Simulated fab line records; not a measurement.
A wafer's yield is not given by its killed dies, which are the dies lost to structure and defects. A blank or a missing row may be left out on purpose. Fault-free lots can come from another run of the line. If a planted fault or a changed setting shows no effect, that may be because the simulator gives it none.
fab line records -- flow gf180mcu
record lots=14, wafers=42, last_day=35
route steps=602 shown DUAL_GATE@156 SAB@277 V1@358
lots that met no fault: from a run of the same line without faults
start_h: hours from the record's first day to the start of the lot's first wafer shown -- wait_h: hours since the lot's step before -- " unchanged from the row above -- L1.1+2: several wafers, shown together as one row -- - value missing, or start not given -- * or withheld: withheld -- < > ~ a bound
route shown NAME@n: names a module that has steps shown in the file, with the first one's number in the route -- usual: mean and standard deviation over wafers with no fault -- same: alike in all rows -- chamber/n: place in a boat -- sites: readings site by site -- _std_site: standard deviation across them -- _edge_site: outer sites' mean less inner sites' -- radius_mm: for every site, how far away it sits from the centre of the wafer -- mask NAME#n: copy n -- behind: the tool/chamber that last shaped the wafer -- hold: why the lot went on hold/how many hours it stayed there/how the hold came to an end -- device: names the non-switching transistor (n, p or np) -- end of line: the same wafers' tests at the end of the route -- a step given without rows: its recipe and nothing more -- killed: dies that structure and defects cost at the first sort, which is not the same as the wafer's yield -- map: a wafer's dies, x killed, . not, _ none there
set.NAME: setting as actually run; set.NAME@STEP: the setting as run at that earlier step -- model.NAME: the simulator's own value behind a step, which no gauge read
one table for each step of the route and one row for each wafer, over a sample of lots
services: a tool's chamber out of use, with start hour (start_h, from the record's first day; less than 0 if before it), hours out, and reason
## steps
# step GF_DUAL_GATE_OXIDATION_15
# recipe temp_c=850, ambient=O2, stabilise_s=600, purge_s=300, target_thk_a=70.98, ox_time_s=1995
# usual ox_temp_c=850.0/0.37, ox_temp_c_max=853.8/1.3, zone_power_top_pct=30.2/2.7
lot.wafer,tool,chamber,start_h,wait_h,ox_temp_c,ox_temp_c_max,zone_power_top_pct
L276.1,furnace-01,0,186.83,0.8,850.0,853.9,33.2
L276.2,furnace-01,0,186.83,0.8,850.2,852.7,33.3
L276.3,furnace-01,0,186.83,0.8,850.1,852.8,32.6
L278.1,furnace-02,0,197.97,0.0,850.3,856.0,28.4
L278.2,furnace-02,0,197.97,0.0,849.8,854.4,27.8
L278.3,furnace-02,0,197.97,0.0,850.1,854.9,27.5
L279.3,furnace-01,0,204.59,0.0,849.7,851.9,33.9
L279.5,furnace-01,0,204.59,0.0,850.4,852.7,32.7
L279.6,furnace-01,0,204.59,0.0,850.2,853.0,33.1
L280.3,furnace-01,0,209.05,0.0,850.2,853.0,32.6
L280.5,furnace-01,0,209.05,0.0,850.4,852.5,33.0
L280.6,furnace-01,0,209.05,0.0,849.7,852.4,32.8
L281.2,furnace-01,0,218.76,0.0,850.0,852.3,33.1
L281.3,furnace-01,0,218.76,0.0,849.9,852.4,33.2
L281.5,furnace-01,0,218.76,0.0,849.3,852.4,33.2
L282.1,furnace-01,0,227.28,0.6,850.4,853.4,32.8
L282.3,furnace-01,0,227.28,0.6,850.2,852.9,32.6
L282.4,furnace-01,0,227.28,0.6,849.8,852.1,32.7
L283.1,furnace-02,0,234.21,0.9,850.1,855.5,27.9
L283.2,furnace-02,0,234.21,0.9,849.9,854.9,27.9
L283.3,furnace-02,0,234.21,0.9,850.2,855.3,27.5
L285.2,furnace-02,0,246.75,0.0,851.2,856.4,28.0
L285.3,furnace-02,0,246.75,0.0,850.6,855.8,27.6
L285.5,furnace-02,0,246.75,0.0,850.4,854.4,28.2
L288.3,furnace-02,-,268.29,0.3,-,-,-
L288.5,furnace-02,-,268.29,0.3,-,-,-
L288.6,furnace-02,-,268.29,0.3,-,-,-
L289.1,furnace-02,-,273.21,0.7,-,-,-
L289.2,furnace-02,-,273.21,0.7,-,-,-
L289.3,furnace-02,-,273.21,0.7,-,-,-
L296.1,furnace-02,0,327.33,0.1,849.9,854.1,27.9
L296.4,furnace-02,0,327.33,0.1,850.6,856.2,27.8
L296.6,furnace-02,0,327.33,0.1,850.7,855.2,27.6
L297.2,furnace-01,0,331.14,0.0,849.9,852.4,34.2
L297.4,furnace-01,0,331.14,0.0,850.7,853.6,33.7
L297.6,furnace-01,0,331.14,0.0,849.8,853.2,32.8
L298.2,furnace-02,0,336.84,0.6,850.5,855.8,27.5
L298.3,furnace-02,0,336.84,0.6,850.0,854.3,27.4
L298.5,furnace-02,0,336.84,0.6,849.6,853.8,27.3
L299.2,furnace-02,0,345.18,0.3,850.5,854.6,27.7
L299.3,furnace-02,0,345.18,0.3,850.5,856.6,27.1
L299.6,furnace-02,0,345.18,0.3,849.9,855.5,27.1
# step GF_SAB_STRIP_13
# recipe chemistry=O2/N2, power_w=1400, pressure_mtorr=1500, platen_temp_c=250, o2_flow_sccm=3000, n2_flow_sccm=300, overash_fraction=0.5
# usual drypump_motor_current_A=5.6/0.34, heater_power_w=338/34, oes_product_au=0.710/0.0042, strip_time_to_endpoint_s=12.61/0.042
lot.wafer,tool,chamber,start_h,wait_h,drypump_motor_current_A,heater_power_w,oes_product_au,rf_hours_counter_h,strip_time_to_endpoint_s
L276.1,plasma_asher-02,1,355.24,0.0,6.2,378,0.715,66,12.65
L276.2,plasma_asher-02,0,355.24,0.0,5.3,334,0.706,66,12.66
L276.3,plasma_asher-02,0,355.24,0.0,5.3,341,0.710,-,12.64
L278.1,plasma_asher-02,0,370.88,0.0,5.3,331,0.706,68,12.63
L278.2,plasma_asher-02,1,370.88,0.0,6.2,370,0.707,68,12.62
L278.3,plasma_asher-02,1,370.88,0.0,6.2,362,0.708,-,12.58
L279.3,plasma_asher-03,1,377.85,0.0,5.5,284,0.710,-,12.57
L279.5,plasma_asher-03,0,377.85,0.0,5.7,322,0.710,-,12.56
L279.6,plasma_asher-03,1,377.85,0.0,5.5,281,0.709,-,12.57
L280.3,plasma_asher-02,1,383.97,0.0,6.2,365,0.716,-,12.61
L280.5,plasma_asher-02,1,383.97,0.0,6.2,361,0.716,-,12.63
L280.6,plasma_asher-02,0,383.97,0.0,5.2,326,0.718,-,12.62
L281.2,plasma_asher-01,0,394.44,0.0,5.6,392,0.703,78,12.60
L281.3,plasma_asher-01,0,394.44,0.0,5.6,388,0.715,-,12.61
L281.5,plasma_asher-01,0,394.44,0.0,5.6,389,0.707,-,12.58
L282.1,plasma_asher-01,0,407.84,0.0,5.6,382,0.707,79,12.57
L282.3,plasma_asher-01,1,407.84,0.0,5.3,327,0.706,-,12.65
L282.4,plasma_asher-01,0,407.84,0.0,5.6,380,0.707,-,12.63
L283.1,plasma_asher-01,1,415.40,0.0,5.3,330,0.709,80,12.66
L283.2,plasma_asher-01,0,415.40,0.0,5.6,393,0.703,80,12.65
L283.3,plasma_asher-01,0,415.40,0.0,5.6,392,0.713,-,12.61
L285.2,plasma_asher-03,1,432.02,0.0,5.5,281,0.706,59,12.59
L285.3,plasma_asher-03,0,432.02,0.0,5.7,328,0.710,-,12.56
L285.5,plasma_asher-03,0,432.02,0.0,5.7,332,0.706,-,12.57
L296.1,plasma_asher-02,1,529.18,0.0,6.2,375,0.711,10,12.60
L296.4,plasma_asher-02,1,529.18,0.0,6.2,375,0.714,-,12.61
L296.6,plasma_asher-02,1,529.18,0.0,6.2,385,0.712,-,12.63
L297.2,plasma_asher-03,0,532.01,0.0,5.8,330,0.718,70,12.52
L297.4,plasma_asher-03,0,532.01,0.0,5.7,329,0.711,-,12.53
L297.6,plasma_asher-03,0,532.01,0.0,5.7,336,0.715,-,12.53
L298.2,plasma_asher-03,0,539.63,0.0,5.7,342,0.709,70,12.54
L298.3,plasma_asher-03,0,539.63,0.0,5.7,331,0.710,-,12.56
L298.5,plasma_asher-03,1,539.63,0.0,5.5,280,0.705,-,12.57
L299.2,plasma_asher-02,1,544.62,0.0,6.2,378,0.711,12,12.61
L299.3,plasma_asher-02,1,544.62,0.0,6.2,374,0.706,-,12.58
L299.6,plasma_asher-02,1,544.62,0.0,6.2,382,0.706,-,12.62
# step GF_V1_CVD_23
# recipe material=W, target_thk_nm=350, time_s=105.05, temp_c=400, pressure_torr=40
# usual chamber_pressure_Torr=40.00/0.09, heater_power_w=922/130, susceptor_temp_C=400.00/0.21
lot.wafer,tool,chamber,start_h,wait_h,chamber_pressure_Torr,heater_power_w,susceptor_temp_C
L276.1,cvd_w-02,0,431.25,0.0,39.92,1045,400.15
L276.2,cvd_w-02,1,431.25,0.0,39.89,1000,400.00
L276.3,cvd_w-02,1,431.25,0.0,40.13,1001,399.73
L278.1,cvd_w-02,1,447.18,0.0,40.00,1001,399.78
L278.2,cvd_w-02,0,447.18,0.0,39.87,1076,400.06
L278.3,cvd_w-02,1,447.18,0.0,39.99,1022,400.15
L279.3,cvd_w-01,1,455.19,0.1,39.91,834,400.02
L279.5,cvd_w-01,0,455.19,0.1,40.18,745,399.92
L279.6,cvd_w-01,1,455.19,0.1,40.06,827,400.11
L280.3,cvd_w-01,0,461.71,0.1,40.04,733,400.05
L280.5,cvd_w-01,1,461.71,0.1,40.02,819,400.09
L280.6,cvd_w-01,0,461.71,0.1,40.03,763,400.08
L281.2,cvd_w-01,1,472.15,0.0,39.89,812,400.05
L281.3,cvd_w-01,1,472.15,0.0,39.87,824,400.32
L281.5,cvd_w-01,1,472.15,0.0,39.77,798,400.19
L282.1,cvd_w-01,0,486.59,0.0,40.12,758,399.85
L282.3,cvd_w-01,1,486.59,0.0,39.98,847,400.13
L282.4,cvd_w-01,0,486.59,0.0,39.86,731,400.19
L283.1,cvd_w-01,0,494.90,0.0,39.95,757,400.06
L283.2,cvd_w-01,1,494.90,0.0,40.06,846,400.12
L283.3,cvd_w-01,1,494.90,0.0,40.07,836,399.80
L285.2,cvd_w-01,0,511.21,0.0,39.91,737,399.92
L285.3,cvd_w-01,0,511.21,0.0,39.98,744,399.71
L285.5,cvd_w-01,0,511.21,0.0,39.94,719,399.91
L296.1,cvd_w-02,1,601.30,0.0,40.17,1010,400.01
L296.4,cvd_w-02,0,601.30,0.0,40.09,1069,399.85
L296.6,cvd_w-02,1,601.30,0.0,40.06,994,400.37
L297.2,cvd_w-01,0,603.54,0.0,40.09,751,399.88
L297.4,cvd_w-01,1,603.54,0.0,39.99,813,400.22
L297.6,cvd_w-01,0,603.54,0.0,39.93,755,400.07
L298.2,cvd_w-02,0,611.43,0.0,39.93,1062,399.86
L298.3,cvd_w-02,1,611.43,0.0,40.00,994,399.69
L298.5,cvd_w-02,1,611.43,0.0,39.85,1017,399.93
L299.2,cvd_w-01,1,615.65,0.0,39.96,807,400.01
L299.3,cvd_w-01,0,615.65,0.0,39.99,767,400.49
L299.6,cvd_w-01,1,615.65,0.0,40.01,816,399.58
# step GF_V1_RS_MEAS_24
# recipe thk_meas_gauge=four-point-probe, reads=W_of_V1_CVD_23+TiN_of_V1_SPUTTER_22+Ti_of_V1_SPUTTER_21
# usual V1_W_RS=0.329/0.0034
lot.wafer,tool,chamber,start_h,wait_h,V1_W_RS[ohm/sq]
L276.1,film_metro-01,-,431.36,0.1,0.333
L276.2,film_metro-01,-,431.36,0.1,0.329
L276.3,film_metro-01,-,431.36,0.1,0.335
L278.1,film_metro-01,-,447.29,0.1,0.332
L278.2,film_metro-01,-,447.29,0.1,0.330
L278.3,film_metro-01,-,447.29,0.1,0.332
L279.3,film_metro-01,-,455.31,0.1,0.329
L279.5,film_metro-01,-,455.31,0.1,0.329
L279.6,film_metro-01,-,455.31,0.1,0.326
L280.3,film_metro-03,-,461.83,0.1,0.331
L280.5,film_metro-03,-,461.83,0.1,0.336
L280.6,film_metro-03,-,461.83,0.1,0.331
L281.2,film_metro-03,-,472.29,0.1,0.332
L281.3,film_metro-03,-,472.29,0.1,0.331
L281.5,film_metro-03,-,472.29,0.1,0.329
L282.1,film_metro-01,-,486.71,0.1,0.328
L282.3,film_metro-01,-,486.71,0.1,0.325
L282.4,film_metro-01,-,486.71,0.1,0.325
L283.1,film_metro-03,-,495.01,0.1,0.325
L283.2,film_metro-03,-,495.01,0.1,0.329
L283.3,film_metro-03,-,495.01,0.1,0.326
L285.2,film_metro-03,-,511.34,0.1,0.329
L285.3,film_metro-03,-,511.34,0.1,0.326
L285.5,film_metro-03,-,511.34,0.1,0.325
L296.1,film_metro-01,-,601.41,0.1,0.326
L296.4,film_metro-01,-,601.41,0.1,0.328
L296.6,film_metro-01,-,601.41,0.1,0.332
L297.2,film_metro-04,-,603.68,0.1,0.324
L297.4,film_metro-04,-,603.68,0.1,0.328
L297.6,film_metro-04,-,603.68,0.1,0.329
L298.2,film_metro-04,-,611.57,0.1,0.331
L298.3,film_metro-04,-,611.57,0.1,0.333
L298.5,film_metro-04,-,611.57,0.1,0.332
L299.2,film_metro-01,-,615.78,0.1,0.327
L299.3,film_metro-01,-,615.78,0.1,0.330
L299.6,film_metro-01,-,615.78,0.1,0.325
## services
tool,chamber,start_h,hours,kind
furnace-01,-,172.32,3.1,pm
plasma_asher-02,-,172.36,14.6,pm
cvd_w-01,-,189.70,5.1,repair
plasma_asher-02,-,225.62,4.0,repair
furnace-02,-,237.16,3.3,pm
cvd_w-01,-,261.94,6.9,pm
furnace-02,-,284.69,3.3,pm
furnace-01,-,300.57,4.7,pm
furnace-02,-,348.24,4.5,pm
furnace-01,-,387.76,17.0,pm
cvd_w-01,-,390.00,14.0,pm
plasma_asher-02,-,393.14,0.5,repair
plasma_asher-02,-,421.32,9.0,pm
cvd_w-01,-,427.99,1.8,repair
furnace-01,-,433.30,0.9,repair
furnace-02,-,452.69,4.2,pm
furnace-01,-,457.33,3.8,pm
furnace-01,-,468.00,3.7,pm
cvd_w-01,-,477.63,0.5,repair
cvd_w-01,-,505.45,0.9,repair
cvd_w-01,0,530.57,3.0,repair
furnace-01,-,540.18,1.8,repair
cvd_w-01,0,581.70,14.4,repair
plasma_asher-02,-,599.40,2.8,pm
## key
first_sign step=GF_DUAL_GATE_OXIDATION_15, reading=tool_record, direction=missing
effect none on later readings
met_at GF_DUAL_GATE_OXIDATION_15
struck_lots L288,L289
later_rows_left_out L288.3,L288.5,L288.6,L289.1,L289.2,L289.3
sort_left_out L288.3,L288.5,L288.6,L289.1,L289.2,L289.3
tester_left_out L288,L289
not_acting_at GF_SAB_STRIP_13,GF_V1_CVD_23,GF_V1_RS_MEAS_24
onset_between 246.75 268.29
fault kind=skipped_step_whole, tool=furnace-02, chamber=-, onset_h=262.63, steps=GF_DUAL_GATE_OXIDATION_15, scope=struck_lots_only
# tester_left_out: of these lots the tester's yield and bins aren't shown, on N5 and GAA mostly nor the transistor test; their killed dies are dies lost to structure and defects alone, not to doping, threshold or leakage, so they don't give the yield
# sort_left_out: the simulated sort isn't trusted on such a fault, so these wafers' sort isn't shown, and their yield isn't known
# later_rows_left_out: the simulator's readings of these wafers behind a module that went badly wrong aren't trusted and aren't shown, but for the sort
